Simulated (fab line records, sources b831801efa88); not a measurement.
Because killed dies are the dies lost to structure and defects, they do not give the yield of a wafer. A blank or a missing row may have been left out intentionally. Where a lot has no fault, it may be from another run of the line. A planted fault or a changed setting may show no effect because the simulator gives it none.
Matching of chambers / flow sky130 / SKY_CONTACT_CMP_04 on cmp-01 has 4 sister chambers
The step polishes SiO2. 18 wafers are shown with their chamber, then 8 later ones without.

## WAFERS PAIRED WITH THEIR CHAMBERS
wafer=L568.2; chamber=1; timeToEndpointS (s)=88; motorCurrentA (A)=11.4
wafer=L568.4; chamber=3; timeToEndpointS (s)=84; motorCurrentA (A)=11.1
wafer=L568.5; chamber=2; timeToEndpointS (s)=82; motorCurrentA (A)=10.7
wafer=L573.1; chamber=1; timeToEndpointS (s)=91; motorCurrentA (A)=10.7
wafer=L573.3; chamber=0; timeToEndpointS (s)=80; motorCurrentA (A)=9.8
wafer=L573.5; chamber=0; timeToEndpointS (s)=77; motorCurrentA (A)=10.0
wafer=L574.1; chamber=2; timeToEndpointS (s)=79; motorCurrentA (A)=10.1
wafer=L574.4; chamber=3; timeToEndpointS (s)=84; motorCurrentA (A)=11.4
wafer=L574.6; chamber=1; timeToEndpointS (s)=90; motorCurrentA (A)=11.0
wafer=L576.1; chamber=2; timeToEndpointS (s)=80; motorCurrentA (A)=10.3
wafer=L576.2; chamber=3; timeToEndpointS (s)=87; motorCurrentA (A)=11.0
wafer=L576.5; chamber=3; timeToEndpointS (s)=85; motorCurrentA (A)=11.3
wafer=L582.1; chamber=0; timeToEndpointS (s)=74; motorCurrentA (A)=10.1
wafer=L582.3; chamber=1; timeToEndpointS (s)=89; motorCurrentA (A)=11.6
wafer=L582.4; chamber=2; timeToEndpointS (s)=79; motorCurrentA (A)=10.5
wafer=L585.3; chamber=3; timeToEndpointS (s)=86; motorCurrentA (A)=11.4
wafer=L585.6; chamber=2; timeToEndpointS (s)=81; motorCurrentA (A)=11.1
wafer=L587.3; chamber=0; timeToEndpointS (s)=79; motorCurrentA (A)=10.3

SIGNATURES, as means of the wafers listed above
reading=timeToEndpointS; chamber 0=77.50; chamber 1=89.50; chamber 2=80.20; chamber 3=85.20; scatter within a chamber=1.68
reading=motorCurrentA; chamber 0=10.050; chamber 1=11.175; chamber 2=10.540; chamber 3=11.240; scatter within a chamber=0.31
Rule: a wafer's distance from a chamber is the root of the sum, over the readings, of the square of ((its reading less the chamber's mean) divided by the reading's scatter). The wafer belongs to the nearest chamber; if the next one is less than 2 further off, it can't be placed. The scatter: the root of (the sum of the squares of (reading less its chamber's mean) over the shown wafers, divided by (wafers less chambers)).

## WAFERS MISSING THEIR CHAMBER
wafer=L587.4; timeToEndpointS (s)=87; motorCurrentA (A)=11.3
wafer=L587.6; timeToEndpointS (s)=79; motorCurrentA (A)=10.0
wafer=L588.1; timeToEndpointS (s)=83; motorCurrentA (A)=11.0
wafer=L588.4; timeToEndpointS (s)=91; motorCurrentA (A)=11.9
wafer=L588.5; timeToEndpointS (s)=90; motorCurrentA (A)=11.3
wafer=L589.1; timeToEndpointS (s)=91; motorCurrentA (A)=11.4
wafer=L589.4; timeToEndpointS (s)=83; motorCurrentA (A)=10.9
wafer=L589.6; timeToEndpointS (s)=86; motorCurrentA (A)=11.1

## WHICH CHAMBER EACH WENT THROUGH
wafer=L587.4; from the rows above=can't be placed: 3 or 1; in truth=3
wafer=L587.6; from the rows above=can't be placed: 0 or 2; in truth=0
wafer=L588.1; from the rows above=can't be placed: 3 or 2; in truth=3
wafer=L588.4; from the rows above=can't be placed: 1 or 3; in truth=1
wafer=L588.5; from the rows above=1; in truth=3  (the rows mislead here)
wafer=L589.1; from the rows above=1; in truth=1
wafer=L589.4; from the rows above=can't be placed: 3 or 2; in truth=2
wafer=L589.6; from the rows above=can't be placed: 3 or 1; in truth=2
Placed correctly: 1 of 8. Unplaceable from these rows: 6, with the true chamber sitting among the candidates in 5. Wrongly placed: 1.
